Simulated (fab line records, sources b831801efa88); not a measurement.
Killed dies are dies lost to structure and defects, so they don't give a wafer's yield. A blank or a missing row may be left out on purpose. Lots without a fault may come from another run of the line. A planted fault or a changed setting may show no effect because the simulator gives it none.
A struck lot beside a sound one | flow sky130 | 37 steps out of a route of 708
Sound: wafers L195.2, L195.3, L195.4. Struck: wafers L182.2, L182.5, L182.6. The cause comes at the end.
At each step with rows: each side's tool, then ch and its chambers, then its first start. Under that, the readings that differ: sound wafers | struck wafers | difference of the means | sigmas: that difference in standard deviations of wafers without a fault.
alike: readings whose means differ by less than 2 such deviations, and words and numbers that are the same on both sides. not compared: withheld readings, readings that some wafer has no value for, bounds like >300 that may hide the same value, and numbers for which the record gives no deviation and whose values overlap.
The two part at a step that has a row with sigmas, a row that says differs or no value, or rows on one side only. Numbers that don't overlap but have no deviation are shown without sigmas and don't part them. A reading that every wafer of one side lacks parts them only if that side has two wafers or more.

first, 10 steps without rows for these wafers: SKY_LDD_LDN_SOFTBAKE_03 (time 60 s); SKY_LDD_LDN_EXPOSE_04 (exposes mask LDNTM, target cd 700 nm); SKY_LDD_LDN_PEB_05; SKY_LDD_LDN_DEVELOP_06 (develop time 60 s); SKY_LDD_LDN_IMPLANT_08; SKY_LDD_LDN_IMPLANT_09; SKY_LDD_LDN_IMPLANT_10; SKY_LDD_LDN_IMPLANT_11; SKY_LDD_LDN_STRIP_12 (strips in O2/N2); SKY_LDD_LDN_CLEAN_14 (cleans in SC1/SC2, time 150 s).
SKY_SPACER_CVD_00: deposits Si3N4 from DCS/NH3, target thk 43.1 nm, time 740 s.
  sound on lpcvd-02 ch 0, day 30 02:20; struck on lpcvd-02 ch 1, day 25 17:23
  reading                                  | sound             | struck            | difference | sigmas
  spike_tc_bottom_C (C)                    | 788.9 790.2 790.9 | 803.7 802.3 801.4 | +12.5      | +11
  spike_tc_centre_C (C)                    | 770.0 767.1 769.4 | 786.9 786.1 785.1 | +17.2      | +9
  spike_tc_lower_C (C)                     | 767.9 767.7 768.3 | 782.4 782.7 781.0 | +14.1      | +10
  spike_tc_top_C (C)                       | 784.5 785.1 785.6 | 797.3 799.2 800.1 | +13.8      | +11
  spike_tc_upper_C (C)                     | 769.4 769.2 769.3 | 782.3 783.6 782.0 | +13.3      | +14
  susceptor_temp_C (C)                     | 769.8 770.5 770.4 | 782.8 783.0 782.8 | +12.6      | +37
  model.Si3N4_of_SPACER_CVD_00.thk_nm (nm) | 42.83 43.08 43.04 | 55.46 55.49 55.49 | +12.50     |
SKY_SPACER_THK_MEAS_01:
  sound on film_metro-02, day 30 03:32; struck on film_metro-01, day 25 18:55
  reading                | sound          | struck         | difference | sigmas
  SPACER_CVD_00_THK (nm) | 42.8 43.1 43.1 | 55.4 55.5 55.5 | +12.5      | +26
  not compared: hold
SKY_SPACER_ETCHBACK_02: etches Si3N4 in CH3F/O2, stops on SiO2, time 46.7 s, target depth 45 nm.
  sound on rie_diel-04 ch 1,2,3, day 30 03:35; struck on rie_diel-04 ch 0,1,3, day 25 19:57
  reading                  | sound             | struck                                                                     | difference                   | sigmas
  hold                     | - - -             | await_dispo/1.0h/release await_dispo/1.0h/release await_dispo/1.0h/release | no value on the sound wafers |
  oes_product_au (a.u.)    | 0.839 0.850 0.857 | 0.990 0.990 0.993                                                          | +0.142                       | +19
  model.etch.depth_nm (nm) | 42.83 43.08 43.04 | 55.46 55.49 55.49                                                          | +12.50                       |
  alike: O2_flow_sccm, drypump_motor_current_A, throttle_valve_pct
  not compared: rf_hours_counter_h
then, 22 steps without rows for these wafers: SKY_POLY_CUT_DEHYDRATE_00 (time 60 s); SKY_POLY_CUT_HMDS_01 (prime time 60 s); SKY_POLY_CUT_COAT_02 (resist thk 60 nm); SKY_POLY_CUT_COAT_03 (resist thk 450 nm); SKY_POLY_CUT_SOFTBAKE_04 (time 90 s); SKY_POLY_CUT_EXPOSE_05 (exposes mask NPCM, target cd 270 nm); SKY_POLY_CUT_PEB_06; SKY_POLY_CUT_DEVELOP_07 (develop time 60 s); SKY_POLY_CUT_ETCH_10 (etches BARC in N2/H2, stops on SiO2, time 45.9 s, target depth 60 nm); SKY_POLY_CUT_ETCH_11 (etches Si3N4 in CF4/CH2F2/Ar, stops on poly-Si, time 42.5 s, target depth 60 nm); SKY_POLY_CUT_STRIP_12 (strips in O2/N2); SKY_SD_P_DEHYDRATE_00 (time 60 s); SKY_SD_P_HMDS_01 (prime time 60 s); SKY_SD_P_COAT_02 (resist thk 1140 nm); SKY_SD_P_SOFTBAKE_03 (time 60 s); SKY_SD_P_EXPOSE_04 (exposes mask PSDM, target cd 380 nm); SKY_SD_P_PEB_05; SKY_SD_P_DEVELOP_06 (develop time 60 s); SKY_SD_P_IMPLANT_09; SKY_SD_P_STRIP_10 (strips in O2/N2); SKY_RES_XHIGH_DEHYDRATE_00 (time 60 s); SKY_RES_XHIGH_HMDS_01 (prime time 60 s).
-- the record jumps here: 5 days lie between the struck wafers' starts before and after (it left off in module RES_XHIGH and takes up again in module SALICIDE, whose first step shown is number 361 of the route) --
SKY_SALICIDE_CLEAN_00: cleans in HF-last, time 30 s.
  sound on wet_bench-01 ch 1, day 34 16:53; struck on wet_bench-01 ch 3, day 30 15:37
  reading                                  | sound             | struck            | difference | sigmas
  model.Si3N4_of_SPACER_CVD_00.thk_nm (nm) | 41.83 42.08 42.05 | 54.48 54.52 54.51 | +12.52     |
-- the record jumps here: 17 days lie between the struck wafers' starts before and after (it left off in module SALICIDE and takes up again in module PAD_OPEN, whose first step shown is number 708 of the route) --
SKY_PAD_OPEN_PROBE_99:
  sound on prober-02, day 50 10:54; struck on prober-02, day 47 17:57
  reading                                 | sound             | struck                                                                     | difference                   | sigmas
  hold                                    | - - -             | await_dispo/6.7h/release await_dispo/6.7h/release await_dispo/6.7h/release | no value on the sound wafers |
  model.etest.pfet_01v8.r_on_ohm_um       | 2964 2883 2964    | 3300 3383 3250                                                             | +374                         |
  model.etest.pfet_g5v0d10v5.r_on_ohm_um  | 4790 4792 4710    | 4905 4958 4821                                                             | +131                         |
  model.etest.nfet_g5v0d10v5.r_on_ohm_um  | 1900 1894 1879    | 1939 1972 1944                                                             | +61                          |
  model.etest.sonos_uncharged.r_on_ohm_um | 832.7 811.4 814.9 | 862.3 903.4 862.1                                                          | +56.3                        |
  model.etest.res_pdiff.line_ohm_um       | 1386 1389 1385    | 1408 1411 1438                                                             | +32                          |
  model.etest.pfet_01v8.drive_ua_um       | 186.6 192.6 188.3 | 168.4 163.7 170.8                                                          | -21.5                        |
  model.etest.pfet_01v8_hvt.drive_ua_um   | 137.6 143.1 137.9 | 121.6 120.2 125.9                                                          | -17.0                        |
  model.etest.sram_pfet_latch.drive_ua_um | 135.2 135.1 135.2 | 119.2 117.2 123.1                                                          | -15.3                        |

WHERE THEY PART
First at SKY_SPACER_CVD_00; last, within this record, at SKY_PAD_OPEN_PROBE_99.

WHY: what the simulator had put in
Process parameter drift: lpcvd-02, from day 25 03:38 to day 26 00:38, at SKY_SPACER_CVD_00. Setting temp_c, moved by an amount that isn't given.
